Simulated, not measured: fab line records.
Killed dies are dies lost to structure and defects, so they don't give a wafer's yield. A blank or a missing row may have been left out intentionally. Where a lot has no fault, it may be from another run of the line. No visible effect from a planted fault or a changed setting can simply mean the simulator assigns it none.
Which of the tools did it? -- flow gf180mcu -- Sampling: 24 lots, 72 wafers, 5 of 602 route steps

## WHAT EACH GAUGE READ, for each wafer
GF_VT_IMPLANT_RS_MEAS_47: measurement is done with a four-point probe.
lot,measured,on,NWELL_RS (ohm/sq)
L074,day 7 08:21,filmMetro-03,487.0 486.1 486.9
L075,day 7 15:47,filmMetro-03,488.3 488.0 487.2
L076,day 7 22:24,filmMetro-03,487.4 485.9 485.5
L077,day 8 03:32,filmMetro-04,487.3 487.2 488.5
L078,day 8 12:26,filmMetro-04,488.5 487.3 489.3
L079,day 8 17:20,filmMetro-04,487.9 487.9 487.8
L080,day 9 00:32,filmMetro-03,488.2 489.7 488.5
L082,day 9 15:34,filmMetro-02,488.7 486.3 488.5
L081,day 9 17:34,filmMetro-03,488.9 488.9 488.1
L083,day 10 00:30,filmMetro-02,488.4 488.1 487.9
L084,day 10 21:05,filmMetro-04,486.3 487.5 487.9
L085,day 11 08:23,filmMetro-04,488.4 486.9 488.0
L087,day 11 10:50,filmMetro-02,488.0 488.4 487.1
L086,day 11 11:13,filmMetro-03,485.9 486.0 485.9
L089,day 12 02:02,filmMetro-02,489.1 488.0 488.9
L088,day 12 05:25,filmMetro-04,489.2 488.8 489.5
L091,day 12 10:24,filmMetro-02,487.0 486.9 486.5
L090,day 12 11:20,filmMetro-02,488.3 485.8 487.4
L092,day 12 16:02,filmMetro-03,486.5 486.6 488.0
L094,day 13 02:50,filmMetro-04,488.2 487.7 487.5
L093,day 13 04:59,filmMetro-03,487.0 488.7 488.8
L095,day 13 14:08,filmMetro-04,487.6 489.5 488.4
L096,day 13 17:39,filmMetro-02,486.0 486.4 487.4
L097,day 13 23:52,filmMetro-02,486.7 488.7 488.3

GF_V1_CD_MEAS_14: the cd target is 260 nm.
lot,measured,on,cdNm (nm)
L074,day 17 15:45,cdSem-01,262.4 261.3 262.3
L075,day 18 02:35,cdSem-01,260.1 259.4 260.4
L076,day 18 12:51,cdSem-01,260.2 261.6 261.4
L077,day 19 00:40,cdSem-01,259.0 259.7 258.3
L078,day 19 11:46,cdSem-02,260.6 260.7 260.1
L079,day 19 16:09,cdSem-01,261.7 260.3 260.5
L080,day 20 05:34,cdSem-02,261.6 261.0 259.7
L082,day 20 22:59,cdSem-02,258.1 257.7 257.9
L081,day 21 03:38,cdSem-01,262.1 261.9 262.6
L083,day 21 11:55,cdSem-01,258.3 257.2 258.4
L084,day 22 16:16,cdSem-02,260.5 259.9 261.1
L085,day 23 01:29,cdSem-02,260.6 260.7 260.0
L087,day 23 06:04,cdSem-01,261.1 260.0 259.6
L086,day 23 07:23,cdSem-01,257.4 259.5 258.5
L089,day 24 00:31,cdSem-01,258.6 260.2 259.1
L088,day 24 06:30,cdSem-01,261.0 260.9 261.1
L091,day 24 11:51,cdSem-01,261.3 261.2 261.5
L090,day 24 13:37,cdSem-02,260.9 260.7 260.9
L092,day 24 17:58,cdSem-02,261.2 260.2 261.1
L094,day 25 00:50,cdSem-02,260.4 260.7 261.1
L093,day 25 07:35,cdSem-02,260.6 260.2 260.1
L095,day 25 14:59,cdSem-02,264.1 264.7 263.0
L096,day 25 20:35,cdSem-02,260.3 259.3 259.2
L097,day 26 02:37,cdSem-02,261.5 262.7 262.6

GF_M2_THK_MEAS_06: measures by xrf.
lot,measured,on,M2_ALCU_THK (nm)
L074,day 17 17:37,filmMetro-04,471 463 467
L075,day 18 04:26,filmMetro-01,459 457 465
L076,day 18 14:43,filmMetro-04,473 472 470
L077,day 19 02:36,filmMetro-01,449 452 448
L078,day 19 14:04,filmMetro-04,473 477 471
L079,day 19 18:06,filmMetro-04,469 471 468
L080,day 20 07:25,filmMetro-02,455 458 460
L082,day 21 01:02,filmMetro-01,452 449 450
L081,day 21 05:29,filmMetro-01,453 456 457
L083,day 21 13:47,filmMetro-04,470 473 471
L084,day 22 18:07,filmMetro-02,457 462 457
L085,day 23 03:21,filmMetro-02,451 449 451
L087,day 23 07:55,filmMetro-01,461 454 459
L086,day 23 09:13,filmMetro-01,462 461 461
L089,day 24 02:22,filmMetro-01,447 446 448
L088,day 24 08:20,filmMetro-01,455 460 461
L091,day 24 13:41,filmMetro-04,470 469 465
L090,day 24 15:28,filmMetro-02,467 470 470
L092,day 24 19:49,filmMetro-02,462 461 457
L094,day 25 02:41,filmMetro-01,453 454 454
L093,day 25 09:26,filmMetro-02,456 459 456
L095,day 25 16:50,filmMetro-01,461 452 456
L096,day 25 22:25,filmMetro-04,469 466 475
L097,day 26 04:26,filmMetro-02,473 467 471

GF_V4_BOW_MEAS_05.
lot,measured,on,V4_BOW (um)
L074,day 23 00:57,filmMetro-03,132 141 125
L075,day 23 09:24,filmMetro-02,141 132 133
L076,day 23 19:44,filmMetro-04,141 147 152
L077,day 24 08:16,filmMetro-02,137 152 145
L078,day 24 18:35,filmMetro-03,145 128 136
L079,day 24 22:31,filmMetro-02,141 148 147
L080,day 25 10:06,filmMetro-02,132 127 127
L082,day 26 00:35,filmMetro-02,133 138 127
L081,day 26 06:05,filmMetro-04,144 143 137
L083,day 26 12:59,filmMetro-03,136 133 138
L084,day 27 13:11,filmMetro-03,134 137 135
L085,day 27 22:17,filmMetro-04,139 143 130
L087,day 28 00:35,filmMetro-03,153 128 132
L086,day 28 03:25,filmMetro-04,146 156 145
L089,day 28 17:17,filmMetro-02,141 148 147
L088,day 28 23:04,filmMetro-02,141 125 136
L091,day 29 04:35,filmMetro-02,134 145 134
L090,day 29 05:41,filmMetro-04,152 143 141
L092,day 29 08:41,filmMetro-03,146 134 141
L094,day 29 14:23,filmMetro-03,154 128 147
L093,day 29 19:20,filmMetro-04,130 130 128
L095,day 30 03:35,filmMetro-03,140 134 134
L096,day 30 08:16,filmMetro-02,146 152 143
L097,day 30 13:32,filmMetro-02,142 151 143

## WHICH TOOL RAN EACH LOT (tool, then ch and the chambers of the sampled wafers, then the start)
lot,GF_SALICIDE_RTA_06
L074,"rtpAnneal-01 ch 0, day 14 18:05"
L075,"rtpAnneal-02 ch 0, day 15 03:06"
L076,"rtpAnneal-01 ch 0, day 15 12:22"
L077,"rtpAnneal-02 ch 0, day 15 22:46"
L078,"rtpAnneal-01 ch 0, day 16 10:27"
L079,"rtpAnneal-01 ch 0, day 16 12:41"
L080,"rtpAnneal-01 ch 0, day 17 03:48"
L082,"rtpAnneal-01 ch 0, day 17 19:10"
L081,"rtpAnneal-02 ch 0, day 17 22:23"
L083,"rtpAnneal-02 ch 0, day 18 08:21"
L084,"rtpAnneal-01 ch 0, day 19 12:43"
L085,"rtpAnneal-02 ch 0, day 19 23:53"
L087,"rtpAnneal-01 ch 0, day 20 02:55"
L086,"rtpAnneal-02 ch 0, day 20 04:59"
L089,"rtpAnneal-02 ch 0, day 20 22:45"
L088,"rtpAnneal-01 ch 0, day 21 05:59"
L091,"rtpAnneal-02 ch 0, day 21 12:13"
L090,"rtpAnneal-02 ch 0, day 21 13:42"
L092,"rtpAnneal-01 ch 0, day 21 18:01"
L094,"rtpAnneal-01 ch 0, day 22 01:22"
L093,"rtpAnneal-01 ch 0, day 22 08:25"
L095,"rtpAnneal-01 ch 0, day 22 16:22"
L096,"rtpAnneal-02 ch 0, day 22 22:45"
L097,"rtpAnneal-01 ch 0, day 23 04:48"
- GF_SALICIDE_RTA_06: time 30 s.

## WHAT THE TOOLS THEMSELVES READ (means of the sampled wafers that have a number; where no wafer has one, the mark that the record gives instead)
GF_SALICIDE_RTA_06.
lot,tool,lampPowerPct (%),wafer_temp_C_max
L074,rtpAnneal-01,5.2,533.6
L075,rtpAnneal-02,7.4,532.5
L076,rtpAnneal-01,5.2,533.2
L077,rtpAnneal-02,7.4,532.2
L078,rtpAnneal-01,5.2,533.2
L079,rtpAnneal-01,5.1,534.0
L080,rtpAnneal-01,5.2,534.2
L082,rtpAnneal-01,5.2,533.5
L081,rtpAnneal-02,7.4,532.3
L083,rtpAnneal-02,7.4,532.3
L084,rtpAnneal-01,5.2,533.8
L085,rtpAnneal-02,7.4,531.9
L087,rtpAnneal-01,5.1,533.7
L086,rtpAnneal-02,7.4,532.5
L089,rtpAnneal-02,7.4,532.7
L088,rtpAnneal-01,5.2,533.5
L091,rtpAnneal-02,7.4,532.2
L090,rtpAnneal-02,7.4,532.3
L092,rtpAnneal-01,5.2,532.8
L094,rtpAnneal-01,5.2,533.0
L093,rtpAnneal-01,5.2,533.8
L095,rtpAnneal-01,5.2,533.4
L096,rtpAnneal-02,7.4,532.6
L097,rtpAnneal-01,5.2,533.2

## THE ANSWER, worked out from the rows above alone
Rule: usual is defined by the lots themselves. Put in order of their means at a reading, lots are off if they are a third of the lots or fewer, leave a main group of 4 or more, and stand apart from it by a gap of 3 or more times the standard deviation of the main group's means; of several such gaps the widest counts. A main group is skipped when, at the precision printed for the reading in the tables above, its means are all equal. A lot without any number at a reading at which 4 lots or more have one is off too. Any other lot the step has rows for is counted as sound. First the gauges in route order, then the tools' own readings, where a lot's mean is used as printed above. At the first step where some lot is off, the reading lying furthest off is the one used; lots without a number count as furthest.
No lot is off at any reading shown: from this, nothing can be told.

## WHAT THE SIMULATOR PUT IN
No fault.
